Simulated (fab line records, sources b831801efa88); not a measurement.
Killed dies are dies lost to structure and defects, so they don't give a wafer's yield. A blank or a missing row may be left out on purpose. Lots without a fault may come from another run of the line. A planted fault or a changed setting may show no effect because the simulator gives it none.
fab line records | flow gf180mcu
record lots=5 wafers=15 last_day=34
route steps=602 shown M1@327 V1@335 M2@362
lots that met no fault: from a run of the same line without faults
start_h: hours from the record's first day to the start of the lot's first wafer shown | wait_h: hours since the lot's step before | " the same as in the row above | L1.1+2: a row that stands for several wafers | - no value, or no start given | * or withheld: withheld | < > ~ a bound
route shown NAME@n: a module of which the file shows steps, and the number in the route of the first | usual: mean/standard deviation of fault-free wafers | same: alike in all rows | chamber/n: place in a boat | sites: the reading at each site | _std_site: their standard deviation | _edge_site: outer sites' mean less inner sites' | radius_mm: how far each site lies from the wafer's centre | mask NAME#n: copy n | behind: the tool/chamber that last shaped the wafer | hold: why the lot was held/for how many hours/how that ended | device: the transistor (n, p or np) that didn't switch | end of line: the same wafers' tests at the end of the route | a step without rows: its recipe alone | killed: dies lost to structure and defects at the first sort, not the wafer's yield | map: a wafer's dies, x killed, . not, _ none there
set.NAME: the setting as run; set.NAME@STEP: as run at that earlier step | model.NAME: the simulator's own value behind a step, which no gauge read
lots at some steps of the route; a table a step, a row a wafer
services: from which hour (start_h, from the record's first day; less than 0 if before it) a tool's chamber was out of use, for how many hours, and why
## steps
# step GF_M1_PEB_12
# recipe peb_temp_c=135 peb_time_s=90 resist=KrF
# step GF_M1_DEVELOP_13
# recipe develop_time_s=60 dev_temp_c=21
# step GF_M1_CD_MEAS_14
# recipe target_cd_nm=230
# usual cd_nm=229.8/1
# columns lot.wafer tool chamber start_h wait_h cd_nm
L158.1 cd_sem-01 - 444.82 0.1 231.8
L158.2 " - " " 230.2
L158.3 " - " " 229.6
L168.1 cd_sem-02 - 537.60 0.1 231.7
L168.2 " - " " 230.1
L168.4 " - " " 230.2
L169.1 cd_sem-02 - 547.84 0.1 232.0
L169.3 " - " " 231.2
L169.6 " - " " 233.3
L170.3 cd_sem-01 - 562.21 0.1 229.2
L170.5 " - " " 228.9
L170.6 " - " " 229.8
L174.4 cd_sem-02 - 585.55 0.1 229.3
L174.5 " - " " 228.9
L174.6 " - " " 229.5
# step GF_M1_OVL_MEAS_15
# usual M1_OVL=2/5.6
# columns lot.wafer tool chamber start_h wait_h M1_OVL[nm]
L158.1 overlay-01 - 444.94 0.1 -7
L158.2 " - " " 1
L158.3 " - " " -4
L168.1 overlay-01 - 537.72 0.1 2
L168.2 " - " " 11
L168.4 " - " " 9
L169.1 overlay-02 - 547.96 0.1 4
L169.3 " - " " -1
L169.6 " - " " 4
L170.3 overlay-02 - 562.30 0.1 2
L170.5 " - " " 7
L170.6 " - " " 5
L174.4 overlay-02 - 585.62 0.1 10
L174.5 " - " " 6
L174.6 " - " " 5
# step GF_M1_METAL_ETCH_16
# recipe chemistry=Cl2/BCl3 mask_material=KrF target_depth_nm=750.8 stop_on=SiO2 pressure_mtorr=8 icp_w=800 bias_w=140 Cl2_flow_sccm=80 bcl3_flow_sccm=40 time_s=125.1
# usual drypump_motor_current_A=5.8/0.43 oes_product_au=0.987/0.0081 throttle_valve_pct=28.233/0.013
# columns lot.wafer tool chamber start_h wait_h drypump_motor_current_A oes_product_au rf_hours_counter_h throttle_valve_pct
L158.1 rie_metal-01 1 444.98 0.0 5.8 0.982 7 28.230
L158.2 " 0 " " 6.3 0.994 7 28.211
L158.3 " 0 " " 6.3 0.990 - 28.233
L168.1 rie_metal-01 1 537.75 0.0 5.8 0.977 9 28.248
L168.2 " 0 " " 6.3 0.982 9 28.239
L168.4 " 0 " " 6.3 0.970 - 28.239
L169.1 rie_metal-03 1 547.99 0.0 5.2 0.997 13 28.225
L169.3 " 0 " " 5.8 0.997 - 28.226
L169.6 " 1 " " 5.2 1.000 - 28.218
L170.3 rie_metal-01 1 562.37 0.1 5.8 0.993 - 28.212
L170.5 " 0 " " 6.3 0.989 - 28.239
L170.6 " 1 " " 5.8 0.987 - 28.244
L174.4 rie_metal-03 0 585.69 0.1 5.8 0.982 - 28.238
L174.5 " 1 " " 5.1 0.989 - 28.232
L174.6 " 0 " " 5.8 0.995 - 28.230
# step GF_M1_STRIP_17
# recipe chemistry=O2/N2 power_w=1400 pressure_mtorr=1500 platen_temp_c=250 o2_flow_sccm=3000 n2_flow_sccm=300 overash_fraction=0.5
# step GF_M1_STRIP_18
# recipe chemistry=post_etch_residue_remover time_s=1200 temp_c=72.5
# step GF_M1_CLEAN_19
# recipe chemistry=DIW dry=n2_spin
# step GF_V1_CVD_00
# recipe material=SiO2 target_thk_nm=600 sigma_open_frac=0.3 temp_c=400 time_s=100 sih4_flow_sccm=60 pressure_mtorr=6
# step GF_V1_THK_MEAS_01
# recipe reads=SiO2_of_V1_CVD_00
# usual V1_CVD_00_THK=598/6
# columns lot.wafer tool chamber start_h wait_h V1_CVD_00_THK[nm]
L158.1 film_metro-03 - 445.71 0.0 601
L158.2 " - " " 600
L158.3 " - " " 593
L168.1 film_metro-01 - 538.49 0.0 591
L168.2 " - " " 603
L168.4 " - " " 585
L169.1 film_metro-01 - 549.07 0.0 595
L169.3 " - " " 602
L169.6 " - " " 601
L170.3 film_metro-02 - 563.08 0.1 590
L170.5 " - " " 609
L170.6 " - " " 600
L174.4 film_metro-01 - 586.75 0.0 602
L174.5 " - " " 590
L174.6 " - " " 591
# step GF_V1_CVD_02
# recipe material=SiO2 target_thk_nm=850 precursor=TEOS temp_c=400 time_s=94.851 rf_w=600
# usual heater_power_outer_w=341/77 heater_power_w=618/120
# columns lot.wafer tool chamber start_h wait_h heater_power_outer_w heater_power_w
L158.1 pecvd-01 1 445.77 0.1 227 439
L158.2 " 0 " " 351 720
L158.3 " 2 " " 392 716
L168.1 pecvd-02 1 538.55 0.1 373 675
L168.2 " 2 " " 274 576
L168.4 " 2 " " 318 601
L169.1 pecvd-01 1 549.13 0.1 212 429
L169.3 " 0 " " 355 711
L169.6 " 0 " " 369 721
L170.3 pecvd-04 2 563.12 0.0 468 803
L170.5 " 1 " " 353 591
L170.6 " 0 " " 352 584
L174.4 pecvd-01 2 586.81 0.1 452 792
L174.5 " 0 " " 322 678
L174.6 " 1 " " 260 478
# step GF_V1_THK_MEAS_03
# recipe reads=SiO2_of_V1_CVD_02
# usual V1_CVD_02_THK=850/11
# columns lot.wafer tool chamber start_h wait_h V1_CVD_02_THK[nm]
L158.1 film_metro-01 - 445.84 0.0 830
L158.2 " - " " 844
L158.3 " - " " 855
L168.1 film_metro-03 - 538.62 0.0 832
L168.2 " - " " 840
L168.4 " - " " 850
L169.1 film_metro-02 - 549.20 0.0 841
L169.3 " - " " 853
L169.6 " - " " 856
L170.3 film_metro-01 - 563.21 0.1 839
L170.5 " - " " 852
L170.6 " - " " 846
L174.4 film_metro-01 - 586.88 0.0 863
L174.5 " - " " 858
L174.6 " - " " 859
# step GF_V1_CMP_04
# recipe material=SiO2 down_force_psi=4 platen_rpm=60 pad_velocity_m_s=0.94248
# usual motor_current_A=12.5/1.8 time_to_endpoint_s=79/6
# columns lot.wafer tool chamber start_h wait_h motor_current_A time_to_endpoint_s model.SiO2_of_V1_CVD_02.thk_nm
L158.2 cmp-02 3 445.95 0.1 11.2 72 632.6
L158.1 " 0 " " 10.8 96 572
L158.3 " 1 " " 12.7 100 568.3
L168.4 cmp-01 2 538.78 0.1 15.9 74 629.8
L168.1 " 3 " " 13.7 75 634.1
L168.2 " 1 " " 12.6 79 633.1
L169.3 cmp-01 1 549.26 0.0 12.5 87 631.3
L169.1 " 2 " " 14.6 69 629.8
L169.6 " 2 " " 13.9 78 630.2
L170.3 cmp-02 2 563.40 0.2 10.6 78 633.7
L170.5 " 3 " " 11.4 82 632.2
L170.6 " 0 " " 10.8 83 634
L174.4 cmp-01 2 587.14 0.3 14.5 81 630.9
L174.5 " 3 " " 12.1 89 632.1
L174.6 " 0 " " 16.1 79 630.6
# step GF_V1_BOW_MEAS_05
# recipe mode=bow
# usual V1_BOW=81/7
# columns lot.wafer tool chamber start_h wait_h hold V1_BOW[um]
L158.1 film_metro-02 - 446.20 0.1 await_dispo/0.2h/release 74
L158.2 " - " " await_dispo/0.2h/release 72
L158.3 " - " " await_dispo/0.2h/release 79
L158.1 film_metro-02 - 446.49 0.3 - -
L158.2 " - " " - -
L158.3 " - " " - -
L168.1 film_metro-03 - 539.13 0.2 - 89
L168.2 " - " " - 95
L168.4 " - " " - 80
L169.1 film_metro-03 - 549.56 0.2 - 73
L169.3 " - " " - 77
L169.6 " - " " - 74
L170.3 film_metro-02 - 563.59 0.1 - 80
L170.5 " - " " - 72
L170.6 " - " " - 72
L174.4 film_metro-03 - 587.35 0.2 - 89
L174.5 " - " " - 81
L174.6 " - " " - 78
# step GF_V1_HMDS_07
# recipe prime_time_s=60 prime_temp_c=120
# step GF_V1_COAT_08
# recipe resist=BARC temp_c=withheld time_s=withheld spin_rpm=withheld resist_thk_nm=withheld
# step GF_V1_COAT_09
# recipe resist=KrF spin_rpm=withheld resist_thk_nm=1000
# step GF_V1_SOFTBAKE_10
# recipe temp_c=130 time_s=60 resist=KrF
# step GF_V1_EXPOSE_11
# recipe mask_id=Via1 target_cd_nm=260 na=0.68 source_shape=conventional sigma_outer=0.6 dose_mj=38
# step GF_V1_PEB_12
# recipe peb_temp_c=135 peb_time_s=90 resist=KrF
# step GF_V1_DEVELOP_13
# recipe develop_time_s=60 resist=KrF dev_temp_c=21
# step GF_V1_CD_MEAS_14
# recipe target_cd_nm=260
# usual cd_nm=259.6/1.1
# columns lot.wafer tool chamber start_h wait_h cd_nm
L158.1 cd_sem-01 - 470.80 0.1 258.2
L158.2 " - " " 259.6
L158.3 " - " " 259.0
L168.1 cd_sem-01 - 561.15 0.1 258.9
L168.2 " - " " 260.3
L168.4 " - " " 259.0
L169.1 cd_sem-02 - 571.09 0.1 260.9
L169.3 " - " " 260.8
L169.6 " - " " 259.7
L170.3 cd_sem-02 - 584.34 0.1 258.4
L170.5 " - " " 257.9
L170.6 " - " " 258.0
L174.4 cd_sem-02 - 608.31 0.1 258.3
L174.5 " - " " 258.0
L174.6 " - " " 259.1
# step GF_V1_OVL_MEAS_15
# usual V1_OVL=0/5.3
# columns lot.wafer tool chamber start_h wait_h V1_OVL[nm]
L158.1 overlay-02 - 470.92 0.1 -2
L158.2 " - " " -10
L158.3 " - " " -6
L168.1 overlay-02 - 561.27 0.1 7
L168.2 " - " " -3
L168.4 " - " " -5
L169.1 overlay-02 - 571.21 0.1 3
L169.3 " - " " 1
L169.6 " - " " 0
L170.3 overlay-02 - 584.43 0.1 -3
L170.5 " - " " -1
L170.6 " - " " -1
L174.4 overlay-02 - 608.39 0.1 7
L174.5 " - " " 12
L174.6 " - " " 12
# step GF_V1_ETCH_16
# recipe chemistry=N2/H2 target_depth_a=withheld overetch_a=withheld time_s=withheld target=BARC ion_energy_ev=200 source_w=500 bias_w=100 pressure_mtorr=30 n2_flow_sccm=100 h2_flow_sccm=200
# step GF_V1_ETCH_17
# recipe chemistry=C4F8/O2/Ar mask_material=KrF target=SiO2 stop_on=TiN source_w=1500 bias_w=1200 pressure_mtorr=40 c4f8_flow_sccm=withheld O2_flow_sccm=6 Ar_flow_sccm=300 time_s=withheld target_depth_a=6300
# usual oes_product_au=0.856/0.0047
# columns lot.wafer tool chamber start_h wait_h oes_product_au model.etch.depth_nm model.V1.feature_depth_nm
L158.1 rie_diel-02 1 - - 0.814 572 572
L158.2 " 2 " " 0.857 632.6 632.6
L158.3 " 0 " " 0.808 568.3 568.3
L168.1 rie_diel-03 2 - - 0.857 634.1 634.1
L168.2 " 1 " " 0.863 633.1 633.1
L168.4 " 3 " " 0.850 629.8 629.8
L169.1 rie_diel-03 1 - - 0.851 629.8 629.8
L169.3 " 2 " " 0.849 631.3 631.3
L169.6 " 0 " " 0.854 630.2 630.2
L170.3 rie_diel-04 2 - - 0.855 633.7 633.7
L170.5 " 3 " " 0.861 632.2 632.2
L170.6 " 2 " " 0.854 634 634
L174.4 rie_diel-03 2 - - 0.858 630.9 630.9
L174.5 " 1 " " 0.851 632.1 632.1
L174.6 " 2 " " 0.852 630.6 630.6
# step GF_V1_STRIP_18
# recipe chemistry=O2/N2 power_w=1400 pressure_mtorr=1500 platen_temp_c=250 o2_flow_sccm=3000 n2_flow_sccm=300 overash_fraction=0.5
# step GF_V1_STRIP_19
# recipe chemistry=post_etch_residue_remover time_s=1200 temp_c=72.5
# step GF_V1_CLEAN_20
# recipe chemistry=DIW dry=n2_spin
# step GF_V1_SPUTTER_21
# recipe material=Ti target_thk_nm=15 chamber_pressure_pa=5 power_w=2500 substrate_temp_c=200 time_s=80.02
# usual throttle_valve_pct=30.6/1.1
# columns lot.wafer tool chamber start_h wait_h throttle_valve_pct
L158.1 pvd_sputter-04 - 471.63 0.0 30.1
L158.2 " - " " 30.8
L158.3 " - " " 30.3
L168.1 pvd_sputter-03 - 561.97 0.0 31.1
L168.2 " - " " 30.5
L168.4 " - " " 28.7
L169.1 pvd_sputter-03 - 572.25 0.0 30.2
L169.3 " - " " 30.8
L169.6 " - " " 30.8
L170.3 pvd_sputter-03 - 585.60 0.0 30.8
L170.5 " - " " 31.0
L170.6 " - " " 28.8
L174.4 pvd_sputter-04 - 609.07 0.0 30.4
L174.5 " - " " 30.6
L174.6 " - " " 30.7
# step GF_V1_SPUTTER_22
# recipe material=TiN target_thk_nm=10 chamber_pressure_pa=5 power_w=4000 time_s=40
# usual throttle_valve_pct=30.6/1.1
# columns lot.wafer tool chamber start_h wait_h throttle_valve_pct
L158.1 pvd_sputter-04 - 471.69 0.0 30.5
L158.2 " - " " 30.7
L158.3 " - " " 30.1
L168.1 pvd_sputter-03 - 562.03 0.0 31.4
L168.2 " - " " 30.3
L168.4 " - " " 28.7
L169.1 pvd_sputter-03 - 572.31 0.0 30.3
L169.3 " - " " 30.9
L169.6 " - " " 30.9
L170.3 pvd_sputter-03 - 585.66 0.0 30.8
L170.5 " - " " 31.0
L170.6 " - " " 28.7
L174.4 pvd_sputter-04 - 609.13 0.0 30.6
L174.5 " - " " 30.5
L174.6 " - " " 30.7
# step GF_V1_CVD_23
# recipe material=W target_thk_nm=350 time_s=105.05 temp_c=400 pressure_torr=40
# step GF_V1_RS_MEAS_24
# recipe thk_meas_gauge=four-point-probe reads=W_of_V1_CVD_23+TiN_of_V1_SPUTTER_22+Ti_of_V1_SPUTTER_21
# usual V1_W_RS=0.327/0.0035
# columns lot.wafer tool chamber start_h wait_h V1_W_RS[ohm/sq]
L158.1 film_metro-02 - 471.84 0.1 0.331
L158.2 " - " " 0.330
L158.3 " - " " 0.332
L168.1 film_metro-03 - 562.18 0.1 0.333
L168.2 " - " " 0.330
L168.4 " - " " 0.328
L169.1 film_metro-01 - 572.46 0.1 0.321
L169.3 " - " " 0.324
L169.6 " - " " 0.322
L170.3 film_metro-02 - 585.85 0.1 0.321
L170.5 " - " " 0.329
L170.6 " - " " 0.330
L174.4 film_metro-01 - 609.34 0.1 0.327
L174.5 " - " " 0.327
L174.6 " - " " 0.327
# step GF_V1_THK_MEAS_25
# recipe thk_meas_gauge=xrf reads=W_of_V1_CVD_23
# usual V1_W_THK=353/5.4
# columns lot.wafer tool chamber start_h wait_h V1_W_THK[nm]
L158.1 film_metro-02 - 471.96 0.1 352
L158.2 " - " " 353
L158.3 " - " " 352
L168.1 film_metro-03 - 562.30 0.1 357
L168.2 " - " " 362
L168.4 " - " " 360
L169.1 film_metro-01 - 572.58 0.1 355
L169.3 " - " " 352
L169.6 " - " " 355
L170.3 film_metro-02 - 585.95 0.1 362
L170.5 " - " " 356
L170.6 " - " " 353
L174.4 film_metro-01 - 609.43 0.1 349
L174.5 " - " " 349
L174.6 " - " " 350
# step GF_V1_CMP_26
# recipe stop_on=SiO2 down_force_psi=3.5 platen_rpm=60 t_overpolish_s=15 target_thk_nm=0 pad_velocity_m_s=0.94248
# usual motor_current_A=12.0/1.8
# columns lot.wafer tool chamber start_h wait_h motor_current_A model.SiO2_of_V1_CVD_02.thk_nm
L158.1 cmp-01 0 472.33 0.4 15.2 568.3
L158.2 " 1 " " 12.1 628.8
L158.3 " 2 " " 13.8 564.5
L168.1 cmp-02 0 562.36 0.1 9.6 630.3
L168.4 " 2 " " 10.2 626
L168.2 " 3 " " 10.5 629.3
L169.1 cmp-02 3 576.42 3.8 11.1 626.1
L169.3 " 0 " " 9.8 627.5
L169.6 " 2 " " 9.8 626.4
L170.3 cmp-01 1 586.26 0.3 11.9 629.9
L170.5 " 1 " " 11.7 628.4
L170.6 " 2 " " 14.2 630.2
L174.4 cmp-01 0 609.51 0.1 14.4 627.1
L174.6 " 3 " " 12.0 626.9
L174.5 " 0 " " 14.7 628.3
# step GF_M2_SPUTTER_00
# recipe material=Ti target_thk_nm=37.5 arriving_ion_energy_ev=80 substrate_temp_c=200 chamber_pressure_pa=2 power_w=4000 time_s=150
# usual throttle_valve_pct=30.3/0.67
# columns lot.wafer tool chamber start_h wait_h throttle_valve_pct
L158.1 pvd_sputter-03 - 472.63 0.2 31.1
L158.2 " - " " 30.9
L158.3 " - " " 28.8
L168.1 pvd_sputter-04 - 562.66 0.2 30.4
L168.2 " - " " 30.4
L168.4 " - " " 30.2
L169.1 pvd_sputter-04 - 576.67 0.2 30.7
L169.3 " - " " 30.5
L169.6 " - " " 30.6
L170.3 pvd_sputter-04 - 586.56 0.2 30.2
L170.5 " - " " 30.3
L170.6 " - " " 30.7
L174.4 pvd_sputter-03 - 609.76 0.2 30.9
L174.5 " - " " 28.8
L174.6 " - " " 31.0
## services
# columns tool chamber start_h hours kind
cmp-01 - 425.03 0.7 repair
cmp-02 - 429.32 1.4 repair
pecvd-04 - 443.43 5.5 pm
pecvd-04 0 458.02 5.4 repair
cmp-01 - 464.46 4.7 pm
rie_metal-03 - 465.34 14.6 pm
rie_diel-03 3 467.44 21.4 repair
cmp-02 - 469.19 3.8 pm
rie_diel-04 - 474.31 0.9 repair
rie_metal-01 - 476.20 0.9 repair
pecvd-04 - 482.67 6.0 pm
rie_diel-02 1 500.24 4.7 repair
rie_diel-04 - 504.73 0.1 repair
cmp-02 - 533.58 11.8 pm
rie_diel-03 0 535.11 4.9 repair
rie_diel-02 - 542.55 0.4 repair
rie_diel-02 2 568.35 22.7 repair
cmp-01 - 569.76 6.8 repair
cmp-02 - 572.07 4.0 pm
pvd_sputter-03 - 572.87 8.8 repair
rie_diel-03 3 577.85 7.4 repair
rie_metal-01 1 581.76 5.1 repair
cmp-02 - 584.55 3.9 repair
cmp-02 - 600.98 2.5 repair
## key
first_sign step=GF_V1_CMP_04 reading=time_to_endpoint_s direction=up sigmas=3.1 usual=* struck=*
effect step=GF_V1_BOW_MEAS_05 reading=visit direction=added
effect step=GF_V1_ETCH_17 reading=oes_product_au direction=down sigmas=9.6 usual=0.856 struck=0.811
model_effect step=GF_V1_CMP_04 value=SiO2_of_V1_CVD_02.thk_nm without=631.6 struck=570.2
model_effect step=GF_V1_ETCH_17 value=etch.depth_nm without=631.6 struck=570.2
model_effect step=GF_V1_CMP_26 value=SiO2_of_V1_CVD_02.thk_nm without=627.8 struck=566.4
met_at GF_V1_CMP_04
struck_wafers L158.1,L158.3
fault kind=process_parameter_drift tool=cmp-02 chamber=- onset_h=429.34 steps=GF_V1_CMP_04 channel=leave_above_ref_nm offset=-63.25 shape=step end_h=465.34 scope=struck_wafers_only acts_in=these_recipes_only stated=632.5
